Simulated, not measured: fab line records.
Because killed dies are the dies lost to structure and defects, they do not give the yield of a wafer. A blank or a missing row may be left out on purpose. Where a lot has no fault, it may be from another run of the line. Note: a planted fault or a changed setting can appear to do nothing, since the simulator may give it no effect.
A struck lot beside a sound one | flow sky130 | 18 out of 708 route steps
Sound: the wafers L454.1, L454.5, L454.6. Struck: wafers L463.1, L463.3 (left out: L463.6, a lot-mate that was not struck); the cause follows at the end.
Order at every step that has rows: each side's tool, ch and its chambers, its first start. Under that, the readings that differ: sound wafers | struck wafers | difference of the means | sigmas: that difference in standard deviations of wafers without a fault.
alike: readings whose means differ by less than 2 such deviations, and words and numbers that are the same on both sides. not compared: withheld readings, readings that some wafer has no value for, bounds like >300 that may hide the same value, and numbers for which the record gives no deviation and whose values overlap.
The two part at a step that has a row with sigmas, a row that says differs or no value, or rows on one side only. When numbers do not overlap yet have no deviation, they are printed without sigmas and do not part them. Lack of a reading on every wafer of one side parts them only where that side has two or more wafers.

first, 1 step without rows for these wafers: SKY_FIELD_ISO_DEVELOP_12 (develop time 60 s).
SKY_FIELD_ISO_CD_MEAS_13: target cd 150 nm.
  struck on cd-sem-01, day 4 09:01; sound on cd-sem-01, day 2 11:52
  alike: cd-nm
SKY_FIELD_ISO_ETCH_14: etches BARC in N2/H2, stops on SiO2, time 45.9 s, target depth 60 nm.
  sound on rie-diel-01 ch 1,2, day 2 11:59; struck on rie-diel-01 ch 1,2, day 4 09:08
  alike: bias-w, drypump-motor-current-A, oes-product-au, throttle-valve-pct
  not compared: rf-hours-counter-h
SKY_FIELD_ISO_ETCH_15: etches the open film in CHF3/O2, stops on Si, target depth 180 nm, time 72 s.
  sound on rie-diel-01 ch 1,2, day 2 12:01; struck on rie-diel-01 ch 1,2, day 4 09:11
  reading               | sound             | struck      | difference | sigmas
  oes-product-au (a.u.) | 0.958 0.948 0.946 | 0.931 0.938 | -0.016     | -2
  alike: bias-w, drypump-motor-current-A, throttle-valve-pct
  not compared: rf-hours-counter-h
SKY_FIELD_ISO_STRIP_16: strips in O2/N2.
  sound on plasma-asher-02 ch 0,1, day 2 12:05; struck on plasma-asher-02 ch 1, day 4 09:14
  alike: drypump-motor-current-A, oes-product-au, strip-time-to-endpoint-s
  not compared: rf-hours-counter-h
SKY_FIELD_ISO_ETCH_17: etches Si in HBr/Cl2/O2, target depth 342 nm, time 97.7 s.
  sound on rie-si-02 ch 2,3, day 2 12:11; struck on rie-si-01 ch 2,3, day 4 09:20
  reading                     | sound          | struck    | difference | sigmas
  drypump-motor-current-A (A) | 6.09 5.97 6.08 | 5.27 5.29 | -0.77      | -3
  alike: bias-w, oes-product-au, throttle-valve-pct
  not compared: rf-hours-counter-h
then, 5 steps without rows for these wafers: SKY_FIELD_ISO_WET_ETCH_18 (etches Si3N4 in H3PO4, target depth 25 nm, time 286 s); SKY_FIELD_ISO_CLEAN_19 (cleans in SC1/SC2, time 150 s); SKY_FIELD_ISO_CLEAN_20 (cleans in dHF, time 20 s); SKY_FIELD_ISO_WET_ETCH_21 (etches SiO2 in dHF, target depth 20 nm, time 400 s); SKY_FIELD_ISO_OXIDATION_22 (stabilise 600 s, purge 300 s, target thk 10 nm).
SKY_FIELD_ISO_THK_MEAS_23:
  struck on film-metro-03, day 4 11:23; sound on film-metro-03, day 2 13:48
  reading                         | sound             | struck    | difference | sigmas
  FIELD_ISO_OXIDATION_01_THK (nm) | 10.17 10.17 10.08 | 9.57 9.57 | -0.57      | -3
SKY_FIELD_ISO_CVD_24: deposits SiO2, target thk 595 nm, time 99.2 s.
  sound on hdpcvd-01 ch 0,1, day 2 13:52; struck on hdpcvd-02 ch 0,1, day 4 11:27
  reading                                    | sound             | struck    | difference | sigmas
  model.SiO2_of_FIELD_ISO_CVD_24.thk-nm (nm) | 599.2 592.6 596.1 | 763 771.1 | +171       |
SKY_FIELD_ISO_THK_MEAS_25:
  struck on film-metro-04, day 4 11:31; sound on film-metro-04, day 2 13:56
  reading                   | sound       | struck  | difference | sigmas
  FIELD_ISO_CVD_24_THK (nm) | 600 593 596 | 763 771 | +171       | +28
then, 1 step without rows for these wafers: SKY_FIELD_ISO_ANNEAL_26 (time 1800 s).
SKY_FIELD_ISO_CMP_27: polishes, stops on Si3N4, t overpolish 16 s, target thk 457.8 nm.
  sound on cmp-01 ch 0,3, day 2 15:33; struck on cmp-02 ch 1,3, day 4 13:39
  reading                | sound       | struck  | difference | sigmas
  time-to-endpoint-s (s) | 110 109 113 | 138 139 | +28        | +7
  alike: motor-current-A
then, 2 steps without rows for these wafers: SKY_FIELD_ISO_WET_ETCH_28 (etches SiO2 in dHF, target depth 23.7 nm, time 47 s); SKY_PAD_OPEN_PROBE_99.

WHERE THEY PART
At SKY_FIELD_ISO_ETCH_15 first; at SKY_FIELD_ISO_CMP_27 last (within this record only).

WHY: the cause the simulator had injected
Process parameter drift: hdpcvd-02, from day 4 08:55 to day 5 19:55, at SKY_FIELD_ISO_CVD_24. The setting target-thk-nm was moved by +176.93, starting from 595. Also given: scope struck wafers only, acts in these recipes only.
